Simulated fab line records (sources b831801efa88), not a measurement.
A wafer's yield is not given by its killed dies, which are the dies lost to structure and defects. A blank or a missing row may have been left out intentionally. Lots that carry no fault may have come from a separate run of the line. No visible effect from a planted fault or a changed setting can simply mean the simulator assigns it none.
fab line records -- flow gf180mcu
record: lots: 6, wafers: 18, last-day: 34
route steps=602 shown SAB@274 SALICIDE@278
lots with no fault: from the same line, run without faults
start-h: hours from the record's opening day to when the first of the lot's shown wafers began -- wait-h: hours from the lot's prior step to this one -- " repeats the value in the row above -- L1.1+2: a row that stands for several wafers -- - either no value or no given start -- * or withheld: withheld -- < > ~ a bound
route shown NAME@n: a module of which the file shows steps, and the number in the route of the first -- usual: average and standard deviation across the fault-free wafers -- same: alike in all rows -- chamber/n: place in a boat -- sites: per-site readings -- _std_site: the standard deviation of these -- _edge_site: mean of outer sites minus mean of inner sites -- radius-mm: for every site, how far away it sits from the centre of the wafer -- mask NAME#n: copy n -- behind: the last tool/chamber to shape the wafer -- hold: reason for holding the lot/hours on hold/outcome of the hold -- device: names the non-switching transistor (n, p or np) -- end of line: tests run on the same wafers once the route is complete -- a step given without rows: its recipe and nothing more -- killed: dies lost to structure and defects at the first sort, not the wafer's yield -- map: a wafer's dies, marking killed ones x, the rest . and places with no die _
set.NAME: the setting that was run; set.NAME@STEP: the one run at that earlier step -- model.NAME: the simulator's own value behind a step, which no gauge read
certain route steps with their lots: each step a table, each wafer a row
services: the hour from which a tool's chamber was out of use, counted from the record's first day as start-h (under 0 if before that day), plus the number of hours and why
== steps ==
step: GF_SAB_OVL_MEAS_10
usual: SAB_OVL: 0.0/1.4
lot.wafer,tool,chamber,start-h,wait-h,SAB_OVL[nm]
L267.2,overlay-01,-,381.45,0.1,0.2
L267.4,overlay-01,-,381.45,0.1,0.2
L267.5,overlay-01,-,381.45,0.1,-0.5
L268.3,overlay-01,-,386.08,0.1,1.7
L268.4,overlay-01,-,386.08,0.1,0.9
L268.6,overlay-01,-,386.08,0.1,1.9
L276.2,overlay-01,-,446.87,0.1,1.4
L276.3,overlay-01,-,446.87,0.1,-0.1
L276.5,overlay-01,-,446.87,0.1,1.4
L277.1,overlay-01,-,457.37,0.1,-1.9
L277.4,overlay-01,-,457.37,0.1,-0.6
L277.6,overlay-01,-,457.37,0.1,-2.2
L280.3,overlay-01,-,480.15,0.1,-0.5
L280.4,overlay-01,-,480.15,0.1,-0.2
L280.6,overlay-01,-,480.15,0.1,0.2
L285.3,overlay-01,-,522.58,0.1,-0.5
L285.4,overlay-01,-,522.58,0.1,0.1
L285.6,overlay-01,-,522.58,0.1,-0.2
step: GF_SAB_ETCH_11
recipe: chemistry: C4F8/O2/Ar, mask-material: NOVOLAK, target: SiO2, target-depth-nm: 55, source-w: 1500, bias-w: 1200, pressure-mtorr: 40, c4f8-flow-sccm: withheld, O2_flow_sccm: 6, Ar_flow_sccm: 300, time-s: 8.5
usual: bias-w: 1200/3.9, oes-product-au: 0.995/0.014
lot.wafer,tool,chamber,start-h,wait-h,bias-w,oes-product-au
L267.2,rie-diel-04,2,381.48,0.0,1205,0.992
L267.4,rie-diel-04,2,381.48,0.0,1203,0.989
L267.5,rie-diel-04,3,381.48,0.0,1198,1.007
L268.3,rie-diel-04,3,386.10,0.0,1203,1.002
L268.4,rie-diel-04,2,386.10,0.0,1199,0.996
L268.6,rie-diel-04,1,386.10,0.0,1197,0.998
L276.2,rie-diel-03,3,446.90,0.0,1194,0.971
L276.3,rie-diel-03,2,446.90,0.0,1197,0.993
L276.5,rie-diel-03,1,446.90,0.0,1202,1.004
L277.1,rie-diel-01,1,457.40,0.0,1196,0.984
L277.4,rie-diel-01,3,457.40,0.0,1201,0.984
L277.6,rie-diel-01,2,457.40,0.0,1201,1.033
L280.3,rie-diel-03,1,480.18,0.0,1195,1.005
L280.4,rie-diel-03,1,480.18,0.0,1200,1.020
L280.6,rie-diel-03,3,480.18,0.0,1197,0.996
L285.3,rie-diel-03,0,522.60,0.0,1199,1.006
L285.4,rie-diel-03,3,522.60,0.0,1201,0.987
L285.6,rie-diel-03,1,522.60,0.0,1200,1.008
step: GF_SAB_WET_ETCH_12
recipe: chemistry: dHF, target-depth-nm: 22, dry: n2-spin, target: SiO2, temp-c: 25, dilution: 100:1, time-s: 440
step: GF_SAB_STRIP_13
recipe: chemistry: O2/N2, power-w: 1400, pressure-mtorr: 1500, platen-temp-c: 250, o2-flow-sccm: 3000, n2-flow-sccm: 300, overash-fraction: 0.5
usual: drypump-motor-current-A: 5.6/0.43, heater-power-w: 348/20, oes-product-au: 0.709/0.0044, strip-time-to-endpoint-s: 12.61/0.037
lot.wafer,tool,chamber,start-h,wait-h,drypump-motor-current-A,heater-power-w,oes-product-au,rf-hours-counter-h,strip-time-to-endpoint-s
L267.2,plasma-asher-04,1,381.63,0.0,5.7,365,0.707,58,12.60
L267.4,plasma-asher-04,0,381.63,0.0,5.5,339,0.713,-,12.64
L267.5,plasma-asher-04,0,381.63,0.0,5.5,328,0.709,-,12.59
L268.3,plasma-asher-04,0,386.29,0.0,5.5,325,0.709,-,12.56
L268.4,plasma-asher-04,1,386.29,0.0,5.7,372,0.700,-,12.56
L268.6,plasma-asher-04,0,386.29,0.0,5.5,335,0.706,-,12.59
L276.2,plasma-asher-01,1,447.06,0.0,5.1,313,0.700,83,12.60
L276.3,plasma-asher-01,0,447.06,0.0,5.7,375,0.710,-,12.57
L276.5,plasma-asher-01,1,447.06,0.0,5.1,321,0.711,-,12.59
L277.1,plasma-asher-01,0,457.58,0.0,5.7,371,0.702,84,12.56
L277.4,plasma-asher-01,0,457.58,0.0,5.7,368,0.712,-,12.55
L277.6,plasma-asher-01,1,457.58,0.0,5.1,330,0.704,-,12.58
L280.3,plasma-asher-03,1,480.36,0.0,6.4,330,0.714,-,12.58
L280.4,plasma-asher-03,0,480.36,0.0,5.2,354,0.705,-,12.61
L280.6,plasma-asher-03,0,480.36,0.0,5.2,352,0.707,-,12.59
L285.3,plasma-asher-01,1,522.80,0.0,5.1,318,0.714,-,12.54
L285.4,plasma-asher-01,0,522.80,0.0,5.7,371,0.701,-,12.57
L285.6,plasma-asher-01,1,522.80,0.0,5.1,322,0.709,-,12.61
step: GF_SALICIDE_CLEAN_00
recipe: chemistry: SC1/SC2, mix: 1:4:20, temp-c: 70, time-s: 150
step: GF_SALICIDE_WET_ETCH_01
recipe: chemistry: dHF, target-depth-nm: 5, dry: ipa-marangoni, target: SiO2, temp-c: 25, dilution: 100:1, time-s: 100
step: GF_SALICIDE_SPUTTER_02
recipe: material: Co, target-thk-nm: 10, power-w: 1000, time-s: 20, chamber-pressure-pa: 0.4
usual: cathode-dc-power-W: 1000.0/0.18, throttle-valve-pct: 29.8/1.3
lot.wafer,tool,chamber,start-h,wait-h,cathode-dc-power-W,throttle-valve-pct
L267.2,pvd-sputter-04,-,381.82,0.0,999.60,31.1
L267.4,pvd-sputter-04,-,381.82,0.0,1000.2,30.6
L267.5,pvd-sputter-04,-,381.82,0.0,999.89,29.9
L268.3,pvd-sputter-03,-,386.45,0.0,1000.1,29.4
L268.4,pvd-sputter-03,-,386.45,0.0,1000.0,28.5
L268.6,pvd-sputter-03,-,386.45,0.0,999.94,28.9
L276.2,pvd-sputter-01,-,447.25,0.0,999.96,28.6
L276.3,pvd-sputter-01,-,447.25,0.0,999.94,30.2
L276.5,pvd-sputter-01,-,447.25,0.0,1000.1,27.4
L277.1,pvd-sputter-03,-,457.77,0.0,999.80,32.2
L277.4,pvd-sputter-03,-,457.77,0.0,999.92,28.7
L277.6,pvd-sputter-03,-,457.77,0.0,999.83,28.7
L280.3,pvd-sputter-04,-,480.53,0.0,1000.1,29.7
L280.4,pvd-sputter-04,-,480.53,0.0,1000.1,30.6
L280.6,pvd-sputter-04,-,480.53,0.0,1000.0,30.9
L285.3,pvd-sputter-04,-,522.95,0.0,999.94,30.5
L285.4,pvd-sputter-04,-,522.95,0.0,1000.2,29.7
L285.6,pvd-sputter-04,-,522.95,0.0,1000.1,29.9
step: GF_SALICIDE_SPUTTER_03
recipe: material: TiN, target-thk-nm: 20, power-w: 6500, time-s: 16.7, chamber-pressure-pa: 0.4
usual: cathode-dc-power-W: 6500.1/1.2, throttle-valve-pct: 29.9/1.3
lot.wafer,tool,chamber,start-h,wait-h,cathode-dc-power-W,throttle-valve-pct
L267.2,pvd-sputter-04,-,381.85,0.0,6499.6,31.3
L267.4,pvd-sputter-04,-,381.85,0.0,6498.8,30.7
L267.5,pvd-sputter-04,-,381.85,0.0,6499.5,29.6
L268.3,pvd-sputter-03,-,386.48,0.0,6499.2,29.3
L268.4,pvd-sputter-03,-,386.48,0.0,6501.0,28.6
L268.6,pvd-sputter-03,-,386.48,0.0,6500.4,28.8
L276.2,pvd-sputter-01,-,447.28,0.0,6500.0,28.8
L276.3,pvd-sputter-01,-,447.28,0.0,6500.1,30.3
L276.5,pvd-sputter-01,-,447.28,0.0,6499.8,27.6
L277.1,pvd-sputter-03,-,457.79,0.0,6500.1,31.9
L277.4,pvd-sputter-03,-,457.79,0.0,6499.2,28.6
L277.6,pvd-sputter-03,-,457.79,0.0,6499.0,28.7
L280.3,pvd-sputter-04,-,480.56,0.0,6500.5,30.0
L280.4,pvd-sputter-04,-,480.56,0.0,6500.2,30.7
L280.6,pvd-sputter-04,-,480.56,0.0,6499.1,30.7
L285.3,pvd-sputter-04,-,522.98,0.0,6500.8,30.4
L285.4,pvd-sputter-04,-,522.98,0.0,6499.4,30.0
L285.6,pvd-sputter-04,-,522.98,0.0,6501.1,29.7
step: GF_SALICIDE_RS_MEAS_04
recipe: thk-meas-gauge: four-point-probe, reads: TiN_of_SALICIDE_SPUTTER_03+Co_of_SALICIDE_SPUTTER_02
usual: SALICIDE_TIN_RS: 16.4/0.35
lot.wafer,tool,chamber,start-h,wait-h,SALICIDE_TIN_RS[ohm/sq]
L267.2,film-metro-02,-,381.90,0.0,16.0
L267.4,film-metro-02,-,381.90,0.0,16.1
L267.5,film-metro-02,-,381.90,0.0,16.1
L268.3,film-metro-02,-,386.54,0.1,16.7
L268.4,film-metro-02,-,386.54,0.1,16.8
L268.6,film-metro-02,-,386.54,0.1,16.8
L276.2,film-metro-03,-,447.32,0.0,16.0
L276.3,film-metro-03,-,447.32,0.0,15.8
L276.5,film-metro-03,-,447.32,0.0,16.1
L277.1,film-metro-02,-,457.82,0.0,16.1
L277.4,film-metro-02,-,457.82,0.0,16.6
L277.6,film-metro-02,-,457.82,0.0,16.8
L280.3,film-metro-02,-,480.62,0.1,16.1
L280.4,film-metro-02,-,480.62,0.1,16.2
L280.6,film-metro-02,-,480.62,0.1,16.8
L285.3,film-metro-01,-,523.05,0.1,16.1
L285.4,film-metro-01,-,523.05,0.1,15.8
L285.6,film-metro-01,-,523.05,0.1,15.9
step: GF_SALICIDE_THK_MEAS_05
recipe: thk-meas-gauge: xrf, reads: TiN_of_SALICIDE_SPUTTER_03
usual: SALICIDE_TIN_THK: 19.6/0.31
lot.wafer,tool,chamber,start-h,wait-h,SALICIDE_TIN_THK[nm]
L267.2,film-metro-02,-,382.01,0.1,19.6
L267.4,film-metro-02,-,382.01,0.1,19.7
L267.5,film-metro-02,-,382.01,0.1,19.4
L268.3,film-metro-02,-,386.64,0.1,19.5
L268.4,film-metro-02,-,386.64,0.1,19.6
L268.6,film-metro-02,-,386.64,0.1,19.6
L276.2,film-metro-03,-,447.43,0.1,20.1
L276.3,film-metro-03,-,447.43,0.1,19.8
L276.5,film-metro-03,-,447.43,0.1,19.9
L277.1,film-metro-02,-,457.94,0.1,19.9
L277.4,film-metro-02,-,457.94,0.1,19.9
L277.6,film-metro-02,-,457.94,0.1,19.9
L280.3,film-metro-02,-,480.72,0.1,19.5
L280.4,film-metro-02,-,480.72,0.1,19.4
L280.6,film-metro-02,-,480.72,0.1,19.3
L285.3,film-metro-01,-,523.15,0.1,19.6
L285.4,film-metro-01,-,523.15,0.1,19.5
L285.6,film-metro-01,-,523.15,0.1,19.4
step: GF_SALICIDE_RTA_06
recipe: temp-c: 530, time-s: 30, ambient: N2
usual: anneal-temp-c-max: 532.6/1.1, chamber-o2-ppm: 2.002/0.023, lamp-power-pct: 6.3/0.3, wafer_temp_C_max: 532.3/0.52
lot.wafer,tool,chamber,start-h,wait-h,anneal-temp-c-max,chamber-o2-ppm,lamp-power-pct,wafer_temp_C_max
L267.2,rtp-anneal-01,0,382.07,0.1,533.0,1.968,6.5,532.1
L267.4,rtp-anneal-01,0,382.07,0.1,533.4,1.995,6.5,532.0
L267.5,rtp-anneal-01,0,382.07,0.1,532.5,2.016,6.5,531.8
L268.3,rtp-anneal-01,0,386.71,0.1,532.9,2.018,6.5,532.8
L268.4,rtp-anneal-01,0,386.71,0.1,532.5,2.023,6.5,532.0
L268.6,rtp-anneal-01,0,386.71,0.1,533.4,2.001,6.5,532.0
L276.2,rtp-anneal-01,0,447.50,0.1,533.1,2.031,6.5,533.2
L276.3,rtp-anneal-01,0,447.50,0.1,533.8,2.039,6.5,531.8
L276.5,rtp-anneal-01,0,447.50,0.1,533.2,2.034,6.5,532.3
L277.1,rtp-anneal-01,0,458.00,0.1,533.6,2.022,6.5,532.1
L277.4,rtp-anneal-01,0,458.00,0.1,534.1,1.998,6.5,532.6
L277.6,rtp-anneal-01,0,458.00,0.1,533.1,2.011,6.5,531.8
L280.3,rtp-anneal-02,0,480.80,0.1,531.3,2.000,5.9,532.8
L280.4,rtp-anneal-02,0,480.80,0.1,531.6,2.030,5.9,533.0
L280.6,rtp-anneal-02,0,480.80,0.1,531.9,2.037,5.9,532.0
L285.3,rtp-anneal-02,0,523.22,0.1,531.4,1.955,5.9,532.4
L285.4,rtp-anneal-02,0,523.22,0.1,531.0,1.999,5.9,531.7
L285.6,rtp-anneal-02,0,523.22,0.1,532.1,2.003,5.9,532.1
step: GF_SALICIDE_WET_ETCH_07
recipe: chemistry: SPM, target-depth-nm: 120, dry: n2-spin
step: GF_SALICIDE_RTA_08
recipe: temp-c: 800, time-s: 30, ambient: N2
usual: anneal-temp-c-max: 803.1/1.4, chamber-o2-ppm: 2.006/0.019, lamp-power-pct: 17.0/0.77, wafer_temp_C_max: 803.8/0.83
lot.wafer,tool,chamber,start-h,wait-h,anneal-temp-c-max,chamber-o2-ppm,lamp-power-pct,wafer_temp_C_max
L267.2,rtp-anneal-02,0,382.26,0.0,801.5,1.975,16.4,804.8
L267.4,rtp-anneal-02,0,382.26,0.0,801.4,2.005,16.5,802.3
L267.5,rtp-anneal-02,0,382.26,0.0,802.0,2.060,16.5,803.8
L268.3,rtp-anneal-02,0,386.91,0.0,801.5,1.974,16.4,803.3
L268.4,rtp-anneal-02,0,386.91,0.0,801.6,1.975,16.5,802.9
L268.6,rtp-anneal-02,0,386.91,0.0,801.6,2.004,16.5,803.4
L276.2,rtp-anneal-02,-,447.71,0.0,-,-,-,-
L276.3,rtp-anneal-02,-,447.71,0.0,-,-,-,-
L276.5,rtp-anneal-02,-,447.71,0.0,-,-,-,-
L277.1,rtp-anneal-02,-,458.21,0.0,-,-,-,-
L277.4,rtp-anneal-02,-,458.21,0.0,-,-,-,-
L277.6,rtp-anneal-02,-,458.21,0.0,-,-,-,-
L280.3,rtp-anneal-01,0,481.00,0.0,805.6,1.992,18.2,803.0
L280.4,rtp-anneal-01,0,481.00,0.0,805.0,1.990,18.1,803.4
L280.6,rtp-anneal-01,0,481.00,0.0,806.4,1.983,18.2,804.0
L285.3,rtp-anneal-01,0,523.42,0.0,805.1,2.002,18.1,804.7
L285.4,rtp-anneal-01,0,523.42,0.0,805.3,2.019,18.2,803.3
L285.6,rtp-anneal-01,0,523.42,0.0,804.7,2.013,18.2,803.3
== services ==
tool,chamber,start-h,hours,kind
rie-diel-04,0,371.49,-,clean
rie-diel-04,0,371.49,18.4,scheduled-down
rie-diel-04,0,371.49,18.4,vent-cycle
rie-diel-01,3,392.57,6.7,repair
pvd-sputter-04,-,397.54,2.5,repair
rie-diel-03,-,404.75,4.0,pm
rie-diel-04,-,414.86,0.3,repair
rie-diel-03,1,417.83,7.9,repair
pvd-sputter-01,-,418.92,0.5,repair
plasma-asher-03,-,421.25,9.0,pm
plasma-asher-03,0,421.25,9.0,vent-cycle
plasma-asher-03,1,421.25,9.0,vent-cycle
plasma-asher-03,0,430.25,-,clean
plasma-asher-03,1,430.25,-,clean
plasma-asher-04,-,432.62,13.6,repair
rie-diel-04,3,432.72,-,clean
rie-diel-04,3,432.72,28.9,scheduled-down
rie-diel-04,3,432.72,28.9,vent-cycle
pvd-sputter-04,-,462.00,4.1,repair
rie-diel-03,1,465.95,2.5,repair
rie-diel-03,2,468.00,21.7,repair
rie-diel-01,-,482.65,0.7,repair
rie-diel-01,3,511.62,6.8,repair
== key ==
first-sign: step: GF_SALICIDE_RTA_08, reading: tool-record, direction: missing
effect none on later readings
met-at GF_SALICIDE_RTA_08
struck-wafers L276.2,L276.3,L276.5,L277.1,L277.4,L277.6
later-rows-left-out L276.2,L276.3,L276.5,L277.1,L277.4,L277.6
sort-left-out L276.2,L276.3,L276.5,L277.1,L277.4,L277.6
tester-left-out L276,L277
onset-between 386.91 447.71
fault: kind: skipped-step-whole, tool: rtp-anneal-02, chamber: -, onset-h: 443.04, steps: GF_SALICIDE_RTA_08, scope: struck-lots-only
tester-left-out: of these lots the tester's yield and bins aren't shown, on N5 and GAA mostly nor the transistor test; their killed dies are dies lost to structure and defects alone, not to doping, threshold or leakage, so they don't give the yield
sort-left-out: the simulated sort isn't trusted on such a fault, so these wafers' sort isn't shown, and their yield isn't known
later-rows-left-out: the simulator's readings of these wafers behind a module that went badly wrong aren't trusted and aren't shown, but for the sort
